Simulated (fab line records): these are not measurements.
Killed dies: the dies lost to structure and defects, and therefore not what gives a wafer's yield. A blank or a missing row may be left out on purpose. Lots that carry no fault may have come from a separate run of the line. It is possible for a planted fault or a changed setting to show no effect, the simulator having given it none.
A struck lot beside a sound one | flow gf180mcu | 15 out of 602 route steps
Sound: wafers L214.1, L214.4, L214.5. Struck: wafer L206.2. (L206.1, L206.3 of the same lot were not struck and are left out.) The cause comes at the end.
Per side, at each step with rows, come the tool, then ch with its chambers, and then its first start. Under that, the readings that differ: sound wafers | struck wafers | difference of the means | sigmas: that difference in standard deviations of wafers without a fault.
alike: readings whose means differ by less than 2 such deviations, and words and numbers that are the same on both sides. not compared: withheld readings, readings that some wafer has no value for, bounds like >300 that may hide the same value, and numbers for which the record gives no deviation and whose values overlap.
Wherever a step has rows on one side only, a row that says differs or no value, or a row with sigmas, the two part there. Numbers that don't overlap but have no deviation are shown without sigmas and don't part them. A reading missing from all wafers of one side parts the sides only when that side holds two or more wafers.

first, 6 steps without rows for these wafers: GF_TOP_METAL_HMDS_08 (prime time 60 s); GF_TOP_METAL_COAT_09 (resist thk 1491 nm); GF_TOP_METAL_SOFTBAKE_10 (time 60 s); GF_TOP_METAL_EXPOSE_11 (exposes mask MetalTop, target cd 440 nm); GF_TOP_METAL_PEB_12; GF_TOP_METAL_DEVELOP_13 (develop time 60 s).
GF_TOP_METAL_CD_MEAS_14: target cd 440 nm.
  struck on cd_sem-01, day 30 08:42; sound on cd_sem-02, day 32 07:09
  alike: cd_nm
GF_TOP_METAL_OVL_MEAS_15:
  struck on overlay-02, day 30 08:49; sound on overlay-01, day 32 07:16
  reading            | sound          | struck | difference | sigmas
  TOP_METAL_OVL (nm) | -2.4 -1.2 -1.0 | 1.4    | +2.9       | +2
GF_TOP_METAL_METAL_ETCH_16: etches the open film in Cl2/BCl3, stops on SiO2, target depth 1197 nm, time 199.5 s.
  sound on rie_metal-03 ch 0,1, day 32 07:19; struck on rie_metal-03 ch 1, day 30 08:51
  alike: chamber_pressure_mTorr, drypump_motor_current_A, oes_product_au, throttle_valve_pct
  not compared: rf_hours_counter_h
GF_TOP_METAL_STRIP_17: strips in O2/N2.
  sound on plasma_asher-02 ch 0,1, day 32 07:30; struck on plasma_asher-03 ch 1, day 30 09:03
  reading                     | sound          | struck | difference | sigmas
  drypump_motor_current_A (A) | 5.41 5.93 5.96 | 5.20   | -0.57      | -2
  alike: chamber_pressure_mTorr, heater_power_w, oes_product_au, strip_time_to_endpoint_s
  not compared: rf_hours_counter_h
then, 2 steps without rows for these wafers: GF_TOP_METAL_STRIP_18 (strips in post etch residue remover, time 1200 s); GF_TOP_METAL_CLEAN_19 (cleans in DIW).
GF_PASSIVATION_CVD_00: deposits SiO2 from TEOS, target thk 1000 nm, time 111.95 s.
  sound on pecvd-02 ch 0,1, day 32 08:02; struck on pecvd-01 ch 1, day 30 09:37
  reading                                      | sound             | struck | difference | sigmas
  rf_fwd_power_W (W)                           | 596.5 596.4 596.3 | 693.6  | +97.2      | +49
  model.SiO2_of_PASSIVATION_CVD_00.thk_nm (nm) | 998.1 991.1 1002  | 1019   | +22        |
  alike: heater_power_w
  not compared: since_wet_clean_h
GF_PASSIVATION_THK_MEAS_01:
  struck on film_metro-03, day 30 09:42; sound on film_metro-03, day 32 08:07
  alike: PASSIVATION_CVD_00_THK
GF_PASSIVATION_CVD_02: deposits Si3N4, target thk 700 nm, time 486.18 s.
  sound on pecvd-03 ch 0,2, day 32 08:10; struck on pecvd-03 ch 0, day 30 09:46
  alike: heater_power_w, rf_fwd_power_W
  not compared: since_wet_clean_h

## WHERE THEY PART
Last at GF_PASSIVATION_CVD_00 as far as this record goes, first at GF_TOP_METAL_OVL_MEAS_15. Later steps at which nothing parts them and some readings are alike: GF_PASSIVATION_THK_MEAS_01, GF_PASSIVATION_CVD_02.

WHY: whatever the simulator had introduced
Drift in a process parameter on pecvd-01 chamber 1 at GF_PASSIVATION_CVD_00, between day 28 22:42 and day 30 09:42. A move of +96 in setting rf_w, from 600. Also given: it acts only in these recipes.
